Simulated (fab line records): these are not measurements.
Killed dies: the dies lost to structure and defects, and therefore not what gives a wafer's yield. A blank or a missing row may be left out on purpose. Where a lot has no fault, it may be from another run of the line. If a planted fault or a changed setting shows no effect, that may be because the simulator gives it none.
Matching of chambers + flow gf180mcu + 4 sister chambers for GF_V2_CMP_26 on cmp-02
The step polishes, stops on SiO2, t overpolish 15 s, target thk 0 nm. 4 wafers are shown with their chamber, then 7 later ones without.

WAFERS WITH THEIR CHAMBER
| wafer  | chamber | motor_current_A (A) |
|--------|---------|---------------------|
| L621.6 | 3       | 8.3                 |
| L627.2 | 1       | 12.4                |
| L629.1 | 2       | 10.7                |
| L629.2 | 0       | 13.3                |

WAFERS WITH NO CHAMBER GIVEN
| wafer  | motor_current_A (A) |
|--------|---------------------|
| L629.5 | 13.4                |
| L630.1 | 12.6                |
| L630.4 | 8.2                 |
| L630.5 | 12.5                |
| L631.2 | 12.7                |
| L631.4 | 13.5                |
| L631.5 | 8.3                 |

EACH ONE'S CHAMBER
| wafer  | from the rows above     | in truth |
|--------|-------------------------|----------|
| L629.5 | 0                       | 0        |
| L630.1 | 1                       | 1        |
| L630.4 | 3                       | 3        |
| L630.5 | 1                       | 1        |
| L631.2 | can't be placed: 1 or 0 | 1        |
| L631.4 | 0                       | 0        |
| L631.5 | 3                       | 3        |
Correct placement for 6 of the 7. Can't be placed from these rows: 1 (the true chamber is among the candidates in 1). 0 placed wrongly.
How it was worked out, from the rows above alone: a wafer's distance from a chamber is the root of the sum, over the readings, of the square of ((its reading less the chamber's mean) divided by the reading's scatter). The wafer belongs to the nearest chamber; if the next one is less than 2 further off, it can't be placed. The mean given for a chamber averages the wafers shown for that chamber. The scatter: root of mean squared gap, hidden wafer to nearest shown wafer, with one shown wafer a chamber.
